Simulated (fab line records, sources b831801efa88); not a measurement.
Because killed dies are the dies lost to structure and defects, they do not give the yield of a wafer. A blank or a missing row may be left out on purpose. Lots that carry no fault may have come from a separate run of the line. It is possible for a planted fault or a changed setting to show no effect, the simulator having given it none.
fab line records    flow sfq_line
[record] lots = 14  wafers = 42  last_day = 94
route steps=325 shown M0@29 M3@120 I3@133
lots with no fault: from the same line, run without faults
start_h: start of the lot's first displayed wafer, in hours after the record's first day    wait_h: hours since the lot's step before    " repeats the value in the row above    L1.1+2: several wafers, shown together as one row    - no value, or no start given    * or withheld: withheld    < > ~ a bound
route shown NAME@n: names a module that has steps shown in the file, with the first one's number in the route    usual: average and standard deviation across the fault-free wafers    same: alike in all rows    chamber/n: place in a boat    sites: readings site by site    _std_site: their standard deviation    _edge_site: mean of outer sites minus mean of inner sites    radius_mm: how far each site lies from the wafer's centre    mask NAME#n: copy n    behind: the most recent tool/chamber to have shaped the wafer    hold: what put the lot on hold/how long, in hours/how the hold closed    device: the transistor (n, p or np) that didn't switch    end of line: the tests these same wafers got at the end of their route    step lacking rows: just its recipe    killed: dies lost to structure and defects at the first sort, not the wafer's yield    map: a wafer's dies, x killed, . not, _ none there
set.NAME: the setting as run; set.NAME@STEP: as run at that earlier step    model.NAME: the simulator's own value behind a step, which no gauge read
a sample of lots followed through the steps of the route, with each step as a table and each wafer as a row
services: a tool's chamber out of use, with start hour (start_h, from the record's first day; less than 0 if before it), hours out, and reason
[[steps]]
[step SFQ_TRILAYER_M0_DEP_SPUTTER_019]
[recipe] material = Nb  base_pressure_pa = 1.33e-06  chamber_pressure_pa = 0.1333  substrate_temp_c = 20  resputter_cathode_voltage_v = 400  target_thk_nm = 200  power_w = 2000  time_s = 133.3
[usual] resputter_cathode_voltage_v = 400/4.3  throttle_valve_pct = 29.4/0.79
lot.wafer  tool            chamber  start_h  wait_h  resputter_cathode_voltage_v  throttle_valve_pct
L691.2     pvd_sputter-03  -        99.84    0.0     404                          29.4
L691.5     "               -        "        "       395                          29.7
L691.6     "               -        "        "       399                          30.1
L692.3     pvd_sputter-04  -        107.06   0.0     404                          30.6
L692.5     "               -        "        "       402                          30.6
L692.6     "               -        "        "       399                          28.0
L693.2     pvd_sputter-06  -        110.66   0.0     398                          29.0
L693.3     "               -        "        "       408                          28.7
L693.4     "               -        "        "       406                          29.4
L694.2     pvd_sputter-06  -        114.24   0.0     399                          29.5
L694.3     "               -        "        "       406                          29.6
L694.5     "               -        "        "       402                          29.8
L695.3     pvd_sputter-03  -        121.44   0.0     400                          29.2
L695.5     "               -        "        "       391                          30.0
L695.6     "               -        "        "       404                          29.3
L696.2     pvd_sputter-04  -        126.34   0.0     401                          30.9
L696.3     "               -        "        "       399                          28.1
L696.5     "               -        "        "       394                          30.7
L697.1     pvd_sputter-03  -        133.54   0.0     401                          30.0
L697.5     "               -        "        "       394                          29.7
L697.6     "               -        "        "       401                          29.7
L698.2     pvd_sputter-04  -        138.39   0.0     400                          30.6
L698.3     "               -        "        "       398                          30.6
L698.4     "               -        "        "       405                          27.9
L701.3     pvd_sputter-06  -        161.14   0.0     393                          29.2
L701.4     "               -        "        "       404                          29.5
L701.6     "               -        "        "       404                          29.6
L703.1     pvd_sputter-06  -        171.94   0.0     407                          28.9
L703.2     "               -        "        "       400                          29.5
L703.5     "               -        "        "       406                          28.9
L711.1     pvd_sputter-06  -        238.22   0.0     395                          29.5
L711.2     "               -        "        "       397                          28.6
L711.3     "               -        "        "       401                          29.7
L712.1     pvd_sputter-06  -        242.84   0.0     394                          29.3
L712.2     "               -        "        "       398                          29.3
L712.4     "               -        "        "       399                          28.9
L713.1     pvd_sputter-04  -        246.62   0.0     399                          28.1
L713.5     "               -        "        "       398                          28.6
L713.6     "               -        "        "       398                          30.4
L714.1     pvd_sputter-03  -        252.44   0.0     402                          29.8
L714.4     "               -        "        "       398                          29.3
L714.5     "               -        "        "       404                          29.8
[step SFQ_M0_RS_MEAS_904]
[recipe] thk_meas_gauge = four-point-probe  reads = Nb_of_TRILAYER_M0_DEP_SPUTTER_019
[usual] M0_NB_RS = 0.891/0.011
lot.wafer  tool           chamber  start_h  wait_h  M0_NB_RS[ohm/sq]
L691.2     film_metro-03  -        99.95    0.1     0.881
L691.5     "              -        "        "       0.889
L691.6     "              -        "        "       0.881
L692.3     film_metro-02  -        107.19   0.1     0.910
L692.5     "              -        "        "       0.910
L692.6     "              -        "        "       0.900
L693.2     film_metro-02  -        110.77   0.1     0.900
L693.3     "              -        "        "       0.904
L693.4     "              -        "        "       0.901
L694.2     film_metro-04  -        114.35   0.1     0.906
L694.3     "              -        "        "       0.916
L694.5     "              -        "        "       0.917
L695.3     film_metro-02  -        121.57   0.1     0.878
L695.5     "              -        "        "       0.879
L695.6     "              -        "        "       0.887
L696.2     film_metro-02  -        126.45   0.1     0.888
L696.3     "              -        "        "       0.880
L696.5     "              -        "        "       0.888
L697.1     film_metro-04  -        133.63   0.0     0.877
L697.5     "              -        "        "       0.869
L697.6     "              -        "        "       0.868
L698.2     film_metro-04  -        138.50   0.1     0.897
L698.3     "              -        "        "       0.880
L698.4     "              -        "        "       0.886
L701.3     film_metro-04  -        161.27   0.1     0.805
L701.4     "              -        "        "       0.796
L701.6     "              -        "        "       0.792
L703.1     film_metro-04  -        172.03   0.0     0.787
L703.2     "              -        "        "       0.801
L703.5     "              -        "        "       0.790
L711.1     film_metro-04  -        238.31   0.0     0.893
L711.2     "              -        "        "       0.887
L711.3     "              -        "        "       0.880
L712.1     film_metro-04  -        242.93   0.0     0.894
L712.2     "              -        "        "       0.882
L712.4     "              -        "        "       0.888
L713.1     film_metro-03  -        246.71   0.0     0.889
L713.5     "              -        "        "       0.890
L713.6     "              -        "        "       0.891
L714.1     film_metro-02  -        252.53   0.0     0.904
L714.4     "              -        "        "       0.897
L714.5     "              -        "        "       0.903
[step SFQ_M0_OVL_MEAS_906]
[usual] M0_OVL = -3/5.3
lot.wafer  tool        chamber  start_h  wait_h  M0_OVL[nm]
L691.2     overlay-01  -        136.22   0.1     -4
L691.5     "           -        "        "       2
L691.6     "           -        "        "       -2
L692.3     overlay-02  -        143.43   0.1     -2
L692.5     "           -        "        "       1
L692.6     "           -        "        "       9
L693.2     overlay-01  -        147.02   0.1     1
L693.3     "           -        "        "       -8
L693.4     "           -        "        "       -3
L694.2     overlay-02  -        150.62   0.1     1
L694.3     "           -        "        "       -1
L694.5     "           -        "        "       -4
L695.3     overlay-02  -        157.83   0.1     1
L695.5     "           -        "        "       1
L695.6     "           -        "        "       -2
L696.2     overlay-02  -        161.42   0.1     -6
L696.3     "           -        "        "       -4
L696.5     "           -        "        "       -4
L697.1     overlay-01  -        168.62   0.1     -4
L697.5     "           -        "        "       -3
L697.6     "           -        "        "       -9
L698.2     overlay-01  -        174.62   0.1     -7
L698.3     "           -        "        "       -6
L698.4     "           -        "        "       -5
L701.3     overlay-01  -        211.18   0.1     -6
L701.4     "           -        "        "       -4
L701.6     "           -        "        "       -4
L703.1     overlay-01  -        221.97   0.1     3
L703.2     "           -        "        "       -7
L703.5     "           -        "        "       7
L711.1     overlay-02  -        285.12   0.1     -5
L711.2     "           -        "        "       -6
L711.3     "           -        "        "       -7
L712.1     overlay-02  -        287.52   0.1     -8
L712.2     "           -        "        "       -6
L712.4     "           -        "        "       -7
L713.1     overlay-01  -        292.32   0.1     -12
L713.5     "           -        "        "       -8
L713.6     "           -        "        "       -3
L714.1     overlay-01  -        298.37   0.1     -15
L714.4     "           -        "        "       -2
L714.5     "           -        "        "       -10
[step SFQ_TRILAYER_M0_ETCH_METAL_ETCH_024]
[recipe] target = Nb  stop_on = SiO2  mask_material = PR  chemistry = Cl2/Ar  target_depth_nm = 240  icp_w = 600  bias_w = 80  pressure_mtorr = 10  time_s = 120
[usual] drypump_motor_current_A = 5.6/0.61  oes_product_au = 0.893/0.0075
lot.wafer  tool          chamber  start_h  wait_h  drypump_motor_current_A  oes_product_au  rf_hours_counter_h
L691.2     rie_metal-03  0        136.31   0.0     5.9                      0.902           175
L691.5     "             1        "        "       5.7                      0.898           -
L691.6     "             0        "        "       5.9                      0.901           -
L692.3     rie_metal-03  0        143.56   0.1     5.9                      0.882           -
L692.5     "             1        "        "       5.7                      0.881           -
L692.6     "             0        "        "       5.9                      0.895           -
L693.2     rie_metal-02  0        147.11   0.0     4.6                      0.892           73
L693.3     "             1        "        "       5.3                      0.885           -
L693.4     "             0        "        "       4.6                      0.891           -
L694.2     rie_metal-02  1        150.71   0.0     5.2                      0.884           42
L694.3     "             1        "        "       5.3                      0.873           -
L694.5     "             0        "        "       4.7                      0.882           -
L695.3     rie_metal-02  1        157.96   0.1     5.3                      0.907           -
L695.5     "             0        "        "       4.6                      0.902           -
L695.6     "             1        "        "       5.3                      0.890           -
L696.2     rie_metal-04  1        161.51   0.0     6.6                      0.888           152
L696.3     "             0        "        "       5.6                      0.898           -
L696.5     "             1        "        "       6.6                      0.896           -
L697.1     rie_metal-04  1        168.71   0.0     6.6                      0.893           153
L697.5     "             1        "        "       6.6                      0.909           -
L697.6     "             0        "        "       5.6                      0.907           -
L698.2     rie_metal-04  0        174.71   0.0     5.6                      0.895           21
L698.3     "             0        "        "       5.6                      0.895           -
L698.4     "             1        "        "       6.6                      0.899           -
L701.3     rie_metal-02  1        211.31   0.1     5.2                      0.948           -
L701.4     "             0        "        "       4.6                      0.962           -
L701.6     "             0        "        "       4.6                      0.959           -
L703.1     rie_metal-02  1        222.06   0.0     5.3                      0.955           54
L703.2     "             0        "        "       4.6                      0.950           86
L703.5     "             0        "        "       4.6                      0.961           -
L711.1     rie_metal-04  0        285.21   0.0     5.6                      0.895           39
L711.2     "             1        "        "       6.5                      0.892           175
L711.3     "             0        "        "       5.6                      0.901           -
L712.1     rie_metal-04  0        287.61   0.0     5.6                      0.891           40
L712.2     "             1        "        "       6.6                      0.901           175
L712.4     "             0        "        "       5.6                      0.902           -
L713.1     rie_metal-03  0        292.41   0.0     5.9                      0.892           5
L713.5     "             1        "        "       5.7                      0.902           -
L713.6     "             0        "        "       5.9                      0.897           -
L714.1     rie_metal-02  0        298.46   0.0     4.6                      0.886           102
L714.4     "             1        "        "       5.3                      0.888           -
L714.5     "             0        "        "       4.6                      0.890           -
[step SFQ_M3_RS_MEAS_919]
[recipe] thk_meas_gauge = four-point-probe  reads = Nb_of_TRILAYER_M3_DEP_SPUTTER_073
[usual] M3_NB_RS = 0.889/0.01
lot.wafer  tool           chamber  start_h  wait_h  M3_NB_RS[ohm/sq]
L691.2     film_metro-01  -        490.74   0.1     0.885
L691.5     "              -        "        "       0.875
L691.6     "              -        "        "       0.885
L692.3     film_metro-03  -        500.36   0.1     0.887
L692.5     "              -        "        "       0.896
L692.6     "              -        "        "       0.893
L693.2     film_metro-01  -        517.14   0.1     0.907
L693.3     "              -        "        "       0.908
L693.4     "              -        "        "       0.905
L694.2     film_metro-04  -        526.74   0.1     0.908
L694.3     "              -        "        "       0.902
L694.5     "              -        "        "       0.888
L695.3     film_metro-01  -        530.36   0.1     0.883
L695.5     "              -        "        "       0.889
L695.6     "              -        "        "       0.876
L696.2     film_metro-03  -        544.52   0.1     0.886
L696.3     "              -        "        "       0.883
L696.5     "              -        "        "       0.883
L697.1     film_metro-03  -        558.88   0.0     0.883
L697.5     "              -        "        "       0.874
L697.6     "              -        "        "       0.896
L698.2     film_metro-03  -        563.70   0.1     0.891
L698.3     "              -        "        "       0.868
L698.4     "              -        "        "       0.893
L701.3     film_metro-01  -        620.09   0.1     0.886
L701.4     "              -        "        "       0.876
L701.6     "              -        "        "       0.884
L703.1     film_metro-04  -        636.85   0.0     0.887
L703.2     "              -        "        "       0.892
L703.5     "              -        "        "       0.890
L711.1     film_metro-04  -        694.78   0.0     0.883
L711.2     "              -        "        "       0.888
L711.3     "              -        "        "       0.884
L712.1     film_metro-04  -        703.19   0.0     0.910
L712.2     "              -        "        "       0.924
L712.4     "              -        "        "       0.900
L713.1     film_metro-04  -        705.59   0.0     0.890
L713.5     "              -        "        "       0.890
L713.6     "              -        "        "       0.893
L714.1     film_metro-01  -        725.98   0.0     0.892
L714.4     "              -        "        "       0.892
L714.5     "              -        "        "       0.883
[step SFQ_TRILAYER_I3_DEP_PECVD_081]
[recipe] material = SiO2  temp_c = 150  time_s = 111.11  pressure_torr = 2.4  rf_w = 183.3  precursor = SiH4/N2O  target_thk_nm = 500
[usual] heater_power_w = 72/13  throttle_valve_pct = 24.8/1.4
lot.wafer  tool      chamber  start_h  wait_h  heater_power_w  throttle_valve_pct
L691.2     pecvd-04  1        600.11   0.0     72              26.0
L691.5     "         1        "        "       76              25.8
L691.6     "         2        "        "       53              25.0
L692.3     pecvd-02  2        606.11   0.0     59              24.3
L692.5     "         0        "        "       73              23.5
L692.6     "         1        "        "       85              26.1
L693.2     pecvd-01  0        624.38   0.0     76              23.4
L693.3     "         2        "        "       53              23.1
L693.4     "         0        "        "       80              23.4
L694.2     pecvd-02  2        635.54   0.0     55              24.1
L694.3     "         1        "        "       86              25.9
L694.5     "         0        "        "       67              23.9
L695.3     pecvd-02  2        639.12   0.0     56              24.4
L695.5     "         0        "        "       74              23.6
L695.6     "         1        "        "       67              26.0
L696.2     pecvd-02  2        681.53   0.0     56              24.2
L696.3     "         1        "        "       80              26.6
L696.5     "         2        "        "       58              24.2
L697.1     pecvd-04  2        697.13   0.0     63              25.1
L697.5     "         2        "        "       66              25.0
L697.6     "         0        "        "       103             24.3
L698.2     pecvd-02  2        704.44   0.0     49              24.3
L698.3     "         0        "        "       77              24.0
L698.4     "         2        "        "       51              24.1
L701.3     pecvd-01  0        762.45   0.0     75              23.5
L701.4     "         1        "        "       71              22.8
L701.6     "         0        "        "       80              23.5
L703.1     pecvd-04  0        786.41   0.0     98              24.9
L703.2     "         2        "        "       65              25.4
L703.5     "         1        "        "       69              26.3
L711.1     pecvd-02  2        832.88   0.0     59              24.5
L711.2     "         0        "        "       77              24.1
L711.3     "         1        "        "       84              27.5
L712.1     pecvd-01  2        841.55   0.0     56              23.3
L712.2     "         1        "        "       68              23.0
L712.4     "         2        "        "       59              23.5
L713.1     pecvd-02  1        843.70   0.0     83              27.6
L713.5     "         0        "        "       82              24.4
L713.6     "         1        "        "       83              28.0
L714.1     pecvd-02  1        865.28   0.0     82              27.8
L714.4     "         2        "        "       58              24.2
L714.5     "         1        "        "       87              27.8
[[services]]
tool            chamber  start_h  hours  kind
rie_metal-02    1        114.82   10.3   repair
pecvd-02        2        147.35   13.6   repair
pecvd-02        -        159.02   2.8    pm
pecvd-02        -        194.25   14.0   pm
rie_metal-04    0        204.06   15.5   repair
rie_metal-04    -        354.14   0.6    repair
rie_metal-02    1        386.16   1.8    repair
pvd_sputter-06  -        399.00   1.1    repair
rie_metal-04    1        412.99   4.2    repair
pvd_sputter-06  -        418.09   0.7    repair
pecvd-02        -        489.39   2.8    repair
rie_metal-04    1        496.25   18.4   repair
pvd_sputter-06  -        520.07   0.9    repair
rie_metal-04    -        532.80   2.8    pm
pecvd-02        -        541.13   0.8    repair
rie_metal-04    -        553.75   1.4    pm
rie_metal-04    1        587.62   3.4    repair
pvd_sputter-06  -        675.33   12.6   repair
rie_metal-02    0        732.77   3.9    repair
rie_metal-04    -        769.99   0.4    repair
pvd_sputter-06  -        798.82   7.5    repair
pvd_sputter-06  -        814.52   3.3    repair
rie_metal-02    -        826.05   9.1    repair
pvd_sputter-06  -        832.60   2.8    repair
[[key]]
[first_sign] step = SFQ_M0_RS_MEAS_904  reading = M0_NB_RS  direction = down  sigmas = 8.7  usual = 0.891  struck = 0.795
[effect] step = SFQ_TRILAYER_M0_ETCH_METAL_ETCH_024  reading = oes_product_au  direction = up  sigmas = 8.3  usual = 0.893  struck = 0.956
met_at SFQ_TRILAYER_M0_DEP_SPUTTER_019
struck_lots L701,L703
not_acting_at SFQ_M0_OVL_MEAS_906,SFQ_M3_RS_MEAS_919,SFQ_TRILAYER_I3_DEP_PECVD_081
onset_between 114.24 161.14
[fault] kind = process_parameter_drift  tool = pvd_sputter-06  chamber = -  onset_h = 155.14  steps = SFQ_TRILAYER_M0_DEP_SPUTTER_019  channel = time_s  offset = *  shape = step  end_h = 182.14  acts_in = *  stated = *
